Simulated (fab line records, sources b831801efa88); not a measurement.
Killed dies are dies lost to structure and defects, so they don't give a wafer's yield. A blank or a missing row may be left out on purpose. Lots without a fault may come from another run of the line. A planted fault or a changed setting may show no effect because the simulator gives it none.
A struck lot beside a sound one | flow gf180mcu | 15 steps out of a route of 602
Sound: wafers L616.1, L616.2, L616.4. Struck: wafers L626.1, L626.4, L626.6. The cause comes at the end.
At each step with rows: each side's tool, then ch and its chambers, then its first start. Under that, the readings that differ: sound wafers | struck wafers | difference of the means | sigmas: that difference in standard deviations of wafers without a fault.
alike: readings whose means differ by less than 2 such deviations, and words and numbers that are the same on both sides. not compared: withheld readings, readings that some wafer has no value for, bounds like >300 that may hide the same value, and numbers for which the record gives no deviation and whose values overlap.
The two part at a step that has a row with sigmas, a row that says differs or no value, or rows on one side only. Numbers that don't overlap but have no deviation are shown without sigmas and don't part them. A reading that every wafer of one side lacks parts them only if that side has two wafers or more.

first, 3 steps without rows for these wafers: GF_PSD_EXPOSE_04 (exposes mask Pplus, target cd 400 nm); GF_PSD_PEB_05; GF_PSD_DEVELOP_06 (develop time 60 s).
GF_PSD_CD_MEAS_07: target cd 400 nm.
  sound on cd_sem-01, day 16 05:50; struck on cd_sem-02, day 20 05:30
  alike: cd_nm
GF_PSD_OVL_MEAS_08:
  sound on overlay-01, day 16 05:58; struck on overlay-01, day 20 05:37
  reading      | sound       | struck         | difference | sigmas
  PSD_OVL (nm) | 2.0 0.9 2.5 | -2.5 -0.7 -1.2 | -3.3       | -3
then, 1 step without rows for these wafers: GF_PSD_IMPLANT_09.
GF_PSD_STRIP_10: strips in O2/N2.
  sound on plasma_asher-04 ch 0,1, day 16 06:09; struck on plasma_asher-02 ch 0,1, day 20 05:48
  reading                      | sound             | struck            | difference | sigmas
  strip_time_to_endpoint_s (s) | 16.44 16.45 16.46 | 16.59 16.59 16.59 | +0.14      | +3
  alike: drypump_motor_current_A, heater_power_w, oes_product_au
  not compared: rf_hours_counter_h
GF_PSD_TW_MEAS_11:
  sound on film_metro-04, day 16 06:15; struck on film_metro-04, day 20 05:54
  alike: PSD_TW
then, 1 step without rows for these wafers: GF_PSD_CLEAN_12 (cleans in SC1/SC2, time 150 s).
GF_PSD_RTA_13: time 20 s.
  sound on rtp_anneal-01 ch 0, day 16 06:22; struck on rtp_anneal-01 ch 0, day 20 06:01
  alike: anneal_temp_c_max, lamp_power_pct, wafer_temp_C_max
GF_PSD_RS_MEAS_14: measures by four-point-probe.
  sound on film_metro-01, day 16 06:26; struck on film_metro-03, day 20 06:06
  reading         | sound             | struck            | difference | sigmas
  NSD_RS (ohm/sq) | 46.00 46.13 46.08 | 46.32 46.30 46.33 | +0.25      | +2
GF_PSD_RS_MEAS_15: measures by four-point-probe.
  sound on film_metro-01, day 16 06:34; struck on film_metro-03, day 20 06:13
  alike: PSD_RS
GF_SAB_CVD_00: deposits SiO2 from TEOS, target thk 50 nm, time 4.9302 s.
  sound on pecvd-02 ch 0,1, day 16 06:41; struck on pecvd-04 ch 0,1,2, day 20 06:20
  alike: heater_power_w, rf_fwd_power_W
GF_SAB_THK_MEAS_01:
  sound on film_metro-02, day 16 06:42; struck on film_metro-04, day 20 06:35
  reading             | sound          | struck         | difference | sigmas
  SAB_CVD_00_THK (nm) | 50.4 50.0 51.2 | 39.8 39.6 40.7 | -10.5      | -14
  not compared: hold
GF_PASSIVATION_PROBE_99:
  the record has rows for the sound wafers here (prober-01, day 30 17:05) and none for the struck ones

WHERE THEY PART
First at GF_PSD_OVL_MEAS_08; last, within this record, at GF_PASSIVATION_PROBE_99.

WHY: what the simulator had put in
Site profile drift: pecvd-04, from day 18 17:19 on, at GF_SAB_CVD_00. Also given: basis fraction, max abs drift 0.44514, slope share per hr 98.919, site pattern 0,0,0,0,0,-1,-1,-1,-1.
